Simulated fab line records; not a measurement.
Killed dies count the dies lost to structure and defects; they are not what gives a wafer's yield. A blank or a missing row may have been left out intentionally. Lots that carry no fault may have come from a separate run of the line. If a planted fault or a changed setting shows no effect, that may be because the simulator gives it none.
Which tool was responsible? || flow sky130 || 24 lots, 72 wafers sampled, at 6 steps of a route of 708

## WHAT THE GAUGES SHOWED, per wafer
SKY_VIA2_CD_MEAS_12 targets a cd of 200 nm.
{"lot": "L074", "measured": "day 36 14:34", "on": "cdSem-01", "cdNm (nm)": "200.6 201.0 202.0"}
{"lot": "L075", "measured": "day 37 02:27", "on": "cdSem-01", "cdNm (nm)": "201.2 200.0 200.9"}
{"lot": "L076", "measured": "day 37 10:58", "on": "cdSem-01", "cdNm (nm)": "198.9 199.5 199.6"}
{"lot": "L077", "measured": "day 37 18:48", "on": "cdSem-01", "cdNm (nm)": "197.6 198.8 199.8"}
{"lot": "L078", "measured": "day 37 22:58", "on": "cdSem-02", "cdNm (nm)": "203.0 203.4 203.6"}
{"lot": "L079", "measured": "day 38 12:38", "on": "cdSem-01", "cdNm (nm)": "202.2 201.8 203.1"}
{"lot": "L080", "measured": "day 38 15:07", "on": "cdSem-01", "cdNm (nm)": "200.8 202.6 202.2"}
{"lot": "L081", "measured": "day 38 17:58", "on": "cdSem-01", "cdNm (nm)": "202.0 200.9 200.0"}
{"lot": "L082", "measured": "day 39 01:13", "on": "cdSem-02", "cdNm (nm)": "200.3 200.5 199.2"}
{"lot": "L083", "measured": "day 39 11:40", "on": "cdSem-01", "cdNm (nm)": "201.2 201.4 202.2"}
{"lot": "L084", "measured": "day 39 13:06", "on": "cdSem-02", "cdNm (nm)": "201.6 201.1 201.7"}
{"lot": "L085", "measured": "day 39 22:08", "on": "cdSem-02", "cdNm (nm)": "202.1 201.7 201.2"}
{"lot": "L087", "measured": "day 40 11:09", "on": "cdSem-02", "cdNm (nm)": "198.7 199.8 199.2"}
{"lot": "L086", "measured": "day 40 13:13", "on": "cdSem-02", "cdNm (nm)": "198.9 198.9 198.6"}
{"lot": "L088", "measured": "day 40 13:56", "on": "cdSem-02", "cdNm (nm)": "199.9 203.7 203.0"}
{"lot": "L089", "measured": "day 41 04:43", "on": "cdSem-02", "cdNm (nm)": "201.5 201.9 202.9"}
{"lot": "L090", "measured": "day 41 11:08", "on": "cdSem-02", "cdNm (nm)": "199.2 197.5 198.6"}
{"lot": "L091", "measured": "day 41 14:13", "on": "cdSem-02", "cdNm (nm)": "200.2 200.1 199.1"}
{"lot": "L092", "measured": "day 41 19:04", "on": "cdSem-01", "cdNm (nm)": "199.9 200.9 200.7"}
{"lot": "L093", "measured": "day 42 08:26", "on": "cdSem-02", "cdNm (nm)": "200.8 198.8 199.4"}
{"lot": "L094", "measured": "day 42 11:43", "on": "cdSem-01", "cdNm (nm)": "201.0 200.6 203.5"}
{"lot": "L095", "measured": "day 42 14:37", "on": "cdSem-01", "cdNm (nm)": "200.4 199.1 201.0"}
{"lot": "L096", "measured": "day 42 22:34", "on": "cdSem-02", "cdNm (nm)": "197.6 199.9 197.9"}
{"lot": "L097", "measured": "day 43 07:14", "on": "cdSem-01", "cdNm (nm)": "199.8 199.7 199.7"}

SKY_CAPM_RS_MEAS_03: measures by four-point-probe.
{"lot": "L074", "measured": "day 36 16:38", "on": "filmMetro-02", "CAPM_TIN_RS (ohm/sq)": "6.89 6.88 6.83"}
{"lot": "L075", "measured": "day 37 04:40", "on": "filmMetro-03", "CAPM_TIN_RS (ohm/sq)": "6.99 6.91 6.86"}
{"lot": "L076", "measured": "day 37 12:52", "on": "filmMetro-02", "CAPM_TIN_RS (ohm/sq)": "6.96 6.86 6.87"}
{"lot": "L077", "measured": "day 37 20:42", "on": "filmMetro-03", "CAPM_TIN_RS (ohm/sq)": "6.83 6.86 6.91"}
{"lot": "L078", "measured": "day 38 00:53", "on": "filmMetro-02", "CAPM_TIN_RS (ohm/sq)": "6.84 6.84 6.91"}
{"lot": "L079", "measured": "day 38 14:31", "on": "filmMetro-02", "CAPM_TIN_RS (ohm/sq)": "6.96 6.84 6.91"}
{"lot": "L080", "measured": "day 38 16:59", "on": "filmMetro-01", "CAPM_TIN_RS (ohm/sq)": "6.87 6.90 6.93"}
{"lot": "L081", "measured": "day 38 19:54", "on": "filmMetro-02", "CAPM_TIN_RS (ohm/sq)": "6.96 6.93 6.94"}
{"lot": "L082", "measured": "day 39 03:05", "on": "filmMetro-01", "CAPM_TIN_RS (ohm/sq)": "6.86 6.82 6.86"}
{"lot": "L083", "measured": "day 39 13:34", "on": "filmMetro-02", "CAPM_TIN_RS (ohm/sq)": "6.82 6.87 6.77"}
{"lot": "L084", "measured": "day 39 14:59", "on": "filmMetro-03", "CAPM_TIN_RS (ohm/sq)": "6.92 6.89 6.93"}
{"lot": "L085", "measured": "day 40 00:01", "on": "filmMetro-03", "CAPM_TIN_RS (ohm/sq)": "6.82 6.81 6.93"}
{"lot": "L087", "measured": "day 40 13:02", "on": "filmMetro-02", "CAPM_TIN_RS (ohm/sq)": "6.95 6.90 6.91"}
{"lot": "L086", "measured": "day 40 15:07", "on": "filmMetro-01", "CAPM_TIN_RS (ohm/sq)": "6.89 6.90 6.87"}
{"lot": "L088", "measured": "day 40 15:50", "on": "filmMetro-01", "CAPM_TIN_RS (ohm/sq)": "6.84 6.86 6.79"}
{"lot": "L089", "measured": "day 41 06:36", "on": "filmMetro-03", "CAPM_TIN_RS (ohm/sq)": "6.87 6.91 6.95"}
{"lot": "L090", "measured": "day 41 13:03", "on": "filmMetro-01", "CAPM_TIN_RS (ohm/sq)": "6.94 6.88 6.90"}
{"lot": "L091", "measured": "day 41 16:48", "on": "filmMetro-01", "CAPM_TIN_RS (ohm/sq)": "6.86 6.94 6.86"}
{"lot": "L092", "measured": "day 41 20:57", "on": "filmMetro-03", "CAPM_TIN_RS (ohm/sq)": "6.99 6.89 6.90"}
{"lot": "L093", "measured": "day 42 10:19", "on": "filmMetro-01", "CAPM_TIN_RS (ohm/sq)": "6.82 6.83 6.74"}
{"lot": "L094", "measured": "day 42 13:38", "on": "filmMetro-02", "CAPM_TIN_RS (ohm/sq)": "6.71 6.75 6.68"}
{"lot": "L095", "measured": "day 42 16:30", "on": "filmMetro-02", "CAPM_TIN_RS (ohm/sq)": "6.80 6.81 6.79"}
{"lot": "L096", "measured": "day 43 00:26", "on": "filmMetro-02", "CAPM_TIN_RS (ohm/sq)": "6.87 6.86 6.82"}
{"lot": "L097", "measured": "day 43 09:06", "on": "filmMetro-02", "CAPM_TIN_RS (ohm/sq)": "6.87 6.87 7.02"}

SKY_CAPM_OVL_MEAS_12.
{"lot": "L074", "measured": "day 37 18:01", "on": "overlay-02", "CAPM_OVL (nm)": "0.5 0.2 0.7"}
{"lot": "L075", "measured": "day 38 06:12", "on": "overlay-01", "CAPM_OVL (nm)": "-1.3 0.1 -1.2"}
{"lot": "L076", "measured": "day 38 13:34", "on": "overlay-02", "CAPM_OVL (nm)": "-2.6 -1.7 -3.7"}
{"lot": "L077", "measured": "day 38 21:58", "on": "overlay-01", "CAPM_OVL (nm)": "-1.4 0.1 -0.1"}
{"lot": "L078", "measured": "day 39 02:10", "on": "overlay-01", "CAPM_OVL (nm)": "0.6 -1.6 1.4"}
{"lot": "L079", "measured": "day 39 15:19", "on": "overlay-02", "CAPM_OVL (nm)": "0.5 0.6 0.1"}
{"lot": "L080", "measured": "day 39 17:07", "on": "overlay-02", "CAPM_OVL (nm)": "-1.4 -1.2 -0.5"}
{"lot": "L081", "measured": "day 39 19:58", "on": "overlay-02", "CAPM_OVL (nm)": "0.0 -1.0 0.0"}
{"lot": "L082", "measured": "day 40 03:39", "on": "overlay-01", "CAPM_OVL (nm)": "-3.2 -2.9 -2.5"}
{"lot": "L083", "measured": "day 40 13:52", "on": "overlay-01", "CAPM_OVL (nm)": "1.0 -1.1 -1.5"}
{"lot": "L084", "measured": "day 40 15:10", "on": "overlay-01", "CAPM_OVL (nm)": "-2.8 -2.1 -1.6"}
{"lot": "L085", "measured": "day 41 00:04", "on": "overlay-02", "CAPM_OVL (nm)": "1.3 0.0 3.0"}
{"lot": "L087", "measured": "day 41 13:55", "on": "overlay-01", "CAPM_OVL (nm)": "1.0 1.0 0.7"}
{"lot": "L086", "measured": "day 41 15:43", "on": "overlay-02", "CAPM_OVL (nm)": "-3.3 -4.4 -3.0"}
{"lot": "L088", "measured": "day 41 15:52", "on": "overlay-01", "CAPM_OVL (nm)": "-1.2 0.3 0.7"}
{"lot": "L089", "measured": "day 42 06:13", "on": "overlay-01", "CAPM_OVL (nm)": "-2.9 -2.8 -2.2"}
{"lot": "L090", "measured": "day 42 12:22", "on": "overlay-01", "CAPM_OVL (nm)": "-0.6 -2.1 -1.2"}
{"lot": "L091", "measured": "day 42 16:43", "on": "overlay-01", "CAPM_OVL (nm)": "-4.4 -4.1 -3.2"}
{"lot": "L092", "measured": "day 42 19:49", "on": "overlay-01", "CAPM_OVL (nm)": "-3.4 -1.5 -3.0"}
{"lot": "L093", "measured": "day 43 09:28", "on": "overlay-01", "CAPM_OVL (nm)": "0.3 -0.3 0.1"}
{"lot": "L094", "measured": "day 43 12:58", "on": "overlay-02", "CAPM_OVL (nm)": "-2.3 -1.2 -2.5"}
{"lot": "L095", "measured": "day 43 15:38", "on": "overlay-01", "CAPM_OVL (nm)": "1.1 0.7 1.5"}
{"lot": "L096", "measured": "day 43 22:49", "on": "overlay-02", "CAPM_OVL (nm)": "-0.4 0.2 -1.1"}
{"lot": "L097", "measured": "day 44 07:28", "on": "overlay-02", "CAPM_OVL (nm)": "-3.0 -1.1 -0.9"}

## WHICH TOOL RAN EACH LOT (tool, then ch and the chambers of the sampled wafers, then the start)
{"lot": "L074", "SKY_VIA2_STRIP_16": "plasmaAsher-03 ch 0,1, day 36 14:50", "SKY_VIA2_CMP_24": "cmp-01 ch 2,3, day 36 16:00", "SKY_METAL3_SPUTTER_04": "pvdSputter-03, day 36 16:24"}
{"lot": "L075", "SKY_VIA2_STRIP_16": "plasmaAsher-04 ch 0,1, day 37 02:43", "SKY_VIA2_CMP_24": "cmp-02 ch 1,3, day 37 04:01", "SKY_METAL3_SPUTTER_04": "pvdSputter-03, day 37 04:26"}
{"lot": "L076", "SKY_VIA2_STRIP_16": "plasmaAsher-03 ch 0,1, day 37 11:14", "SKY_VIA2_CMP_24": "cmp-02 ch 1,2,3, day 37 12:13", "SKY_METAL3_SPUTTER_04": "pvdSputter-03, day 37 12:38"}
{"lot": "L077", "SKY_VIA2_STRIP_16": "plasmaAsher-01 ch 0,1, day 37 19:02", "SKY_VIA2_CMP_24": "cmp-01 ch 2,3, day 37 20:02", "SKY_METAL3_SPUTTER_04": "pvdSputter-03, day 37 20:24"}
{"lot": "L078", "SKY_VIA2_STRIP_16": "plasmaAsher-01 ch 0,1, day 37 23:14", "SKY_VIA2_CMP_24": "cmp-01 ch 1,3, day 38 00:16", "SKY_METAL3_SPUTTER_04": "pvdSputter-01, day 38 00:38"}
{"lot": "L079", "SKY_VIA2_STRIP_16": "plasmaAsher-03 ch 0,1, day 38 12:54", "SKY_VIA2_CMP_24": "cmp-02 ch 0,2,3, day 38 13:56", "SKY_METAL3_SPUTTER_04": "pvdSputter-03, day 38 14:17"}
{"lot": "L080", "SKY_VIA2_STRIP_16": "plasmaAsher-03 ch 0,1, day 38 15:23", "SKY_VIA2_CMP_24": "cmp-02 ch 1,2, day 38 16:20", "SKY_METAL3_SPUTTER_04": "pvdSputter-03, day 38 16:45"}
{"lot": "L081", "SKY_VIA2_STRIP_16": "plasmaAsher-04 ch 0,1, day 38 18:13", "SKY_VIA2_CMP_24": "cmp-01 ch 1,3, day 38 19:16", "SKY_METAL3_SPUTTER_04": "pvdSputter-04, day 38 19:37"}
{"lot": "L082", "SKY_VIA2_STRIP_16": "plasmaAsher-03 ch 0,1, day 39 01:29", "SKY_VIA2_CMP_24": "cmp-01 ch 0,2,3, day 39 02:29", "SKY_METAL3_SPUTTER_04": "pvdSputter-03, day 39 02:51"}
{"lot": "L083", "SKY_VIA2_STRIP_16": "plasmaAsher-03 ch 0,1, day 39 11:55", "SKY_VIA2_CMP_24": "cmp-02 ch 0,1,2, day 39 12:53", "SKY_METAL3_SPUTTER_04": "pvdSputter-01, day 39 13:17"}
{"lot": "L084", "SKY_VIA2_STRIP_16": "plasmaAsher-04 ch 0,1, day 39 13:22", "SKY_VIA2_CMP_24": "cmp-02 ch 0,1, day 39 14:20", "SKY_METAL3_SPUTTER_04": "pvdSputter-04, day 39 14:44"}
{"lot": "L085", "SKY_VIA2_STRIP_16": "plasmaAsher-03 ch 0,1, day 39 22:24", "SKY_VIA2_CMP_24": "cmp-01 ch 0,2,3, day 39 23:22", "SKY_METAL3_SPUTTER_04": "pvdSputter-03, day 39 23:46"}
{"lot": "L087", "SKY_VIA2_STRIP_16": "plasmaAsher-03 ch 0,1, day 40 11:25", "SKY_VIA2_CMP_24": "cmp-02 ch 0,1,3, day 40 12:23", "SKY_METAL3_SPUTTER_04": "pvdSputter-04, day 40 12:47"}
{"lot": "L086", "SKY_VIA2_STRIP_16": "plasmaAsher-01 ch 0,1, day 40 13:28", "SKY_VIA2_CMP_24": "cmp-01 ch 0,1,2, day 40 14:28", "SKY_METAL3_SPUTTER_04": "pvdSputter-01, day 40 14:52"}
{"lot": "L088", "SKY_VIA2_STRIP_16": "plasmaAsher-03 ch 0,1, day 40 14:10", "SKY_VIA2_CMP_24": "cmp-02 ch 0,3, day 40 15:10", "SKY_METAL3_SPUTTER_04": "pvdSputter-03, day 40 15:32"}
{"lot": "L089", "SKY_VIA2_STRIP_16": "plasmaAsher-01 ch 0,1, day 41 04:59", "SKY_VIA2_CMP_24": "cmp-01 ch 1,2,3, day 41 06:00", "SKY_METAL3_SPUTTER_04": "pvdSputter-04, day 41 06:22"}
{"lot": "L090", "SKY_VIA2_STRIP_16": "plasmaAsher-03 ch 0,1, day 41 11:24", "SKY_VIA2_CMP_24": "cmp-01 ch 0,1,3, day 41 12:27", "SKY_METAL3_SPUTTER_04": "pvdSputter-03, day 41 12:49"}
{"lot": "L091", "SKY_VIA2_STRIP_16": "plasmaAsher-04 ch 0,1, day 41 14:27", "SKY_VIA2_CMP_24": "cmp-01 ch 2,3, day 41 16:08", "SKY_METAL3_SPUTTER_04": "pvdSputter-04, day 41 16:32"}
{"lot": "L092", "SKY_VIA2_STRIP_16": "plasmaAsher-01 ch 0,1, day 41 19:18", "SKY_VIA2_CMP_24": "cmp-02 ch 0,2,3, day 41 20:16", "SKY_METAL3_SPUTTER_04": "pvdSputter-01, day 41 20:41"}
{"lot": "L093", "SKY_VIA2_STRIP_16": "plasmaAsher-03 ch 0,1, day 42 08:42", "SKY_VIA2_CMP_24": "cmp-01 ch 2,3, day 42 09:38", "SKY_METAL3_SPUTTER_04": "pvdSputter-04, day 42 10:02"}
{"lot": "L094", "SKY_VIA2_STRIP_16": "plasmaAsher-03 ch 0,1, day 42 11:59", "SKY_VIA2_CMP_24": "cmp-01 ch 0,1,2, day 42 13:02", "SKY_METAL3_SPUTTER_04": "pvdSputter-04, day 42 13:23"}
{"lot": "L095", "SKY_VIA2_STRIP_16": "plasmaAsher-01 ch 0,1, day 42 14:52", "SKY_VIA2_CMP_24": "cmp-01 ch 0,2, day 42 15:53", "SKY_METAL3_SPUTTER_04": "pvdSputter-03, day 42 16:14"}
{"lot": "L096", "SKY_VIA2_STRIP_16": "plasmaAsher-04 ch 0,1, day 42 22:49", "SKY_VIA2_CMP_24": "cmp-02 ch 0,2, day 42 23:47", "SKY_METAL3_SPUTTER_04": "pvdSputter-01, day 43 00:11"}
{"lot": "L097", "SKY_VIA2_STRIP_16": "plasmaAsher-04 ch 0,1, day 43 07:28", "SKY_VIA2_CMP_24": "cmp-02 ch 0,2,3, day 43 08:32", "SKY_METAL3_SPUTTER_04": "pvdSputter-01, day 43 08:48"}
- SKY_VIA2_STRIP_16: strips in O2/N2.
- SKY_VIA2_CMP_24: polishes, stops on SiO2, t overpolish 20 s, target thk 0 nm.
- SKY_METAL3_SPUTTER_04: material TiN, target thk 70 nm, time 58.3 s.

## AS READ BY THE TOOLS THEMSELVES (means over the sampled wafers that have a number; for cases with no such wafer, the mark the record gives instead)
SKY_VIA2_STRIP_16.
{"lot": "L074", "tool": "plasmaAsher-03", "drypumpMotorCurrentA (A)": 5.9, "oesProductAu (a.u.)": 0.398, "stripTimeToEndpointS (s)": 4.03}
{"lot": "L075", "tool": "plasmaAsher-04", "drypumpMotorCurrentA (A)": 6.0, "oesProductAu (a.u.)": 0.399, "stripTimeToEndpointS (s)": 4.01}
{"lot": "L076", "tool": "plasmaAsher-03", "drypumpMotorCurrentA (A)": 5.9, "oesProductAu (a.u.)": 0.401, "stripTimeToEndpointS (s)": 4.11}
{"lot": "L077", "tool": "plasmaAsher-01", "drypumpMotorCurrentA (A)": 6.6, "oesProductAu (a.u.)": 0.393, "stripTimeToEndpointS (s)": 4.03}
{"lot": "L078", "tool": "plasmaAsher-01", "drypumpMotorCurrentA (A)": 6.5, "oesProductAu (a.u.)": 0.402, "stripTimeToEndpointS (s)": 4.07}
{"lot": "L079", "tool": "plasmaAsher-03", "drypumpMotorCurrentA (A)": 6.2, "oesProductAu (a.u.)": 0.398, "stripTimeToEndpointS (s)": 4.01}
{"lot": "L080", "tool": "plasmaAsher-03", "drypumpMotorCurrentA (A)": 6.2, "oesProductAu (a.u.)": 0.399, "stripTimeToEndpointS (s)": 4.03}
{"lot": "L081", "tool": "plasmaAsher-04", "drypumpMotorCurrentA (A)": 6.2, "oesProductAu (a.u.)": 0.397, "stripTimeToEndpointS (s)": 4.03}
{"lot": "L082", "tool": "plasmaAsher-03", "drypumpMotorCurrentA (A)": 5.9, "oesProductAu (a.u.)": 0.396, "stripTimeToEndpointS (s)": 4.07}
{"lot": "L083", "tool": "plasmaAsher-03", "drypumpMotorCurrentA (A)": 6.2, "oesProductAu (a.u.)": 0.400, "stripTimeToEndpointS (s)": 4.08}
{"lot": "L084", "tool": "plasmaAsher-04", "drypumpMotorCurrentA (A)": 6.2, "oesProductAu (a.u.)": 0.405, "stripTimeToEndpointS (s)": 4.07}
{"lot": "L085", "tool": "plasmaAsher-03", "drypumpMotorCurrentA (A)": 6.2, "oesProductAu (a.u.)": 0.401, "stripTimeToEndpointS (s)": 4.05}
{"lot": "L087", "tool": "plasmaAsher-03", "drypumpMotorCurrentA (A)": 6.2, "oesProductAu (a.u.)": 0.402, "stripTimeToEndpointS (s)": 4.04}
{"lot": "L086", "tool": "plasmaAsher-01", "drypumpMotorCurrentA (A)": 6.5, "oesProductAu (a.u.)": 0.399, "stripTimeToEndpointS (s)": 4.08}
{"lot": "L088", "tool": "plasmaAsher-03", "drypumpMotorCurrentA (A)": 5.9, "oesProductAu (a.u.)": 0.398, "stripTimeToEndpointS (s)": 4.08}
{"lot": "L089", "tool": "plasmaAsher-01", "drypumpMotorCurrentA (A)": 6.5, "oesProductAu (a.u.)": 0.399, "stripTimeToEndpointS (s)": 4.03}
{"lot": "L090", "tool": "plasmaAsher-03", "drypumpMotorCurrentA (A)": 5.9, "oesProductAu (a.u.)": 0.401, "stripTimeToEndpointS (s)": 4.07}
{"lot": "L091", "tool": "plasmaAsher-04", "drypumpMotorCurrentA (A)": 6.0, "oesProductAu (a.u.)": 0.396, "stripTimeToEndpointS (s)": 4.01}
{"lot": "L092", "tool": "plasmaAsher-01", "drypumpMotorCurrentA (A)": 6.5, "oesProductAu (a.u.)": 0.404, "stripTimeToEndpointS (s)": 4.09}
{"lot": "L093", "tool": "plasmaAsher-03", "drypumpMotorCurrentA (A)": 6.2, "oesProductAu (a.u.)": 0.399, "stripTimeToEndpointS (s)": 4.05}
{"lot": "L094", "tool": "plasmaAsher-03", "drypumpMotorCurrentA (A)": 5.9, "oesProductAu (a.u.)": 0.401, "stripTimeToEndpointS (s)": 4.05}
{"lot": "L095", "tool": "plasmaAsher-01", "drypumpMotorCurrentA (A)": 6.6, "oesProductAu (a.u.)": 0.402, "stripTimeToEndpointS (s)": 4.04}
{"lot": "L096", "tool": "plasmaAsher-04", "drypumpMotorCurrentA (A)": 6.2, "oesProductAu (a.u.)": 0.389, "stripTimeToEndpointS (s)": 3.98}
{"lot": "L097", "tool": "plasmaAsher-04", "drypumpMotorCurrentA (A)": 6.2, "oesProductAu (a.u.)": 0.397, "stripTimeToEndpointS (s)": 4.08}

SKY_VIA2_CMP_24.
{"lot": "L074", "tool": "cmp-01", "motorCurrentA (A)": 11.0, "overpolishRunS (s)": 20.007, "timeToEndpointS (s)": 102}
{"lot": "L075", "tool": "cmp-02", "motorCurrentA (A)": 11.3, "overpolishRunS (s)": 20.005, "timeToEndpointS (s)": 102}
{"lot": "L076", "tool": "cmp-02", "motorCurrentA (A)": 11.7, "overpolishRunS (s)": 19.999, "timeToEndpointS (s)": 103}
{"lot": "L077", "tool": "cmp-01", "motorCurrentA (A)": 10.5, "overpolishRunS (s)": 19.999, "timeToEndpointS (s)": 101}
{"lot": "L078", "tool": "cmp-01", "motorCurrentA (A)": 10.8, "overpolishRunS (s)": 20.003, "timeToEndpointS (s)": 105}
{"lot": "L079", "tool": "cmp-02", "motorCurrentA (A)": 11.6, "overpolishRunS (s)": 20.006, "timeToEndpointS (s)": 105}
{"lot": "L080", "tool": "cmp-02", "motorCurrentA (A)": 11.0, "overpolishRunS (s)": 20.005, "timeToEndpointS (s)": 100}
{"lot": "L081", "tool": "cmp-01", "motorCurrentA (A)": 11.0, "overpolishRunS (s)": 19.998, "timeToEndpointS (s)": 106}
{"lot": "L082", "tool": "cmp-01", "motorCurrentA (A)": 10.6, "overpolishRunS (s)": 20.000, "timeToEndpointS (s)": 101}
{"lot": "L083", "tool": "cmp-02", "motorCurrentA (A)": 11.5, "overpolishRunS (s)": 20.007, "timeToEndpointS (s)": 104}
{"lot": "L084", "tool": "cmp-02", "motorCurrentA (A)": 11.5, "overpolishRunS (s)": 20.000, "timeToEndpointS (s)": 102}
{"lot": "L085", "tool": "cmp-01", "motorCurrentA (A)": 9.9, "overpolishRunS (s)": 19.990, "timeToEndpointS (s)": 99}
{"lot": "L087", "tool": "cmp-02", "motorCurrentA (A)": 11.5, "overpolishRunS (s)": 19.994, "timeToEndpointS (s)": 103}
{"lot": "L086", "tool": "cmp-01", "motorCurrentA (A)": 9.8, "overpolishRunS (s)": 20.001, "timeToEndpointS (s)": 103}
{"lot": "L088", "tool": "cmp-02", "motorCurrentA (A)": 11.6, "overpolishRunS (s)": 19.993, "timeToEndpointS (s)": 102}
{"lot": "L089", "tool": "cmp-01", "motorCurrentA (A)": 10.1, "overpolishRunS (s)": 20.000, "timeToEndpointS (s)": 99}
{"lot": "L090", "tool": "cmp-01", "motorCurrentA (A)": 11.1, "overpolishRunS (s)": 20.000, "timeToEndpointS (s)": 104}
{"lot": "L091", "tool": "cmp-01", "motorCurrentA (A)": 9.4, "overpolishRunS (s)": 19.994, "timeToEndpointS (s)": 99}
{"lot": "L092", "tool": "cmp-02", "motorCurrentA (A)": 11.3, "overpolishRunS (s)": 19.998, "timeToEndpointS (s)": 104}
{"lot": "L093", "tool": "cmp-01", "motorCurrentA (A)": 10.4, "overpolishRunS (s)": 20.008, "timeToEndpointS (s)": 102}
{"lot": "L094", "tool": "cmp-01", "motorCurrentA (A)": 9.9, "overpolishRunS (s)": 19.994, "timeToEndpointS (s)": 103}
{"lot": "L095", "tool": "cmp-01", "motorCurrentA (A)": 10.3, "overpolishRunS (s)": 20.000, "timeToEndpointS (s)": 99}
{"lot": "L096", "tool": "cmp-02", "motorCurrentA (A)": 11.8, "overpolishRunS (s)": 20.001, "timeToEndpointS (s)": 103}
{"lot": "L097", "tool": "cmp-02", "motorCurrentA (A)": 11.3, "overpolishRunS (s)": 20.000, "timeToEndpointS (s)": 103}

SKY_METAL3_SPUTTER_04.
{"lot": "L074", "tool": "pvdSputter-03", "throttleValvePct (%)": 30.5}
{"lot": "L075", "tool": "pvdSputter-03", "throttleValvePct (%)": 29.2}
{"lot": "L076", "tool": "pvdSputter-03", "throttleValvePct (%)": 30.1}
{"lot": "L077", "tool": "pvdSputter-03", "throttleValvePct (%)": 29.4}
{"lot": "L078", "tool": "pvdSputter-01", "throttleValvePct (%)": 31.4}
{"lot": "L079", "tool": "pvdSputter-03", "throttleValvePct (%)": 30.4}
{"lot": "L080", "tool": "pvdSputter-03", "throttleValvePct (%)": 30.0}
{"lot": "L081", "tool": "pvdSputter-04", "throttleValvePct (%)": 29.5}
{"lot": "L082", "tool": "pvdSputter-03", "throttleValvePct (%)": 30.9}
{"lot": "L083", "tool": "pvdSputter-01", "throttleValvePct (%)": 30.7}
{"lot": "L084", "tool": "pvdSputter-04", "throttleValvePct (%)": 30.2}
{"lot": "L085", "tool": "pvdSputter-03", "throttleValvePct (%)": 30.1}
{"lot": "L087", "tool": "pvdSputter-04", "throttleValvePct (%)": 30.1}
{"lot": "L086", "tool": "pvdSputter-01", "throttleValvePct (%)": 31.0}
{"lot": "L088", "tool": "pvdSputter-03", "throttleValvePct (%)": 30.5}
{"lot": "L089", "tool": "pvdSputter-04", "throttleValvePct (%)": 30.0}
{"lot": "L090", "tool": "pvdSputter-03", "throttleValvePct (%)": 29.9}
{"lot": "L091", "tool": "pvdSputter-04", "throttleValvePct (%)": 29.9}
{"lot": "L092", "tool": "pvdSputter-01", "throttleValvePct (%)": 30.5}
{"lot": "L093", "tool": "pvdSputter-04", "throttleValvePct (%)": 29.7}
{"lot": "L094", "tool": "pvdSputter-04", "throttleValvePct (%)": 30.0}
{"lot": "L095", "tool": "pvdSputter-03", "throttleValvePct (%)": 29.9}
{"lot": "L096", "tool": "pvdSputter-01", "throttleValvePct (%)": 30.0}
{"lot": "L097", "tool": "pvdSputter-01", "throttleValvePct (%)": 31.1}

## THE ANSWER, worked out from the rows above alone
Rule: what is usual is taken from the lots themselves. The widest of any qualifying gaps counts: lots, ordered by their means at a reading, are off when they make up no more than a third of the lots, leave a main group of 4 or more, and stand apart from it by 3 or more times the standard deviation of that group's means. A main group is skipped when, at the precision printed for the reading in the tables above, its means are all equal. Also off: a lot with no number at a reading for which 4 or more lots have one. The other lots that the step has rows for count as sound. The gauges are gone through in route order, then the tools' own readings, and for those a lot's mean is taken as printed above. At the first step where some lot is off, the reading lying furthest off is the one used; lots without a number count as furthest.
Across all readings shown, no lot is off: no conclusion can be drawn from this.

## WHAT THE SIMULATOR HAD PUT IN
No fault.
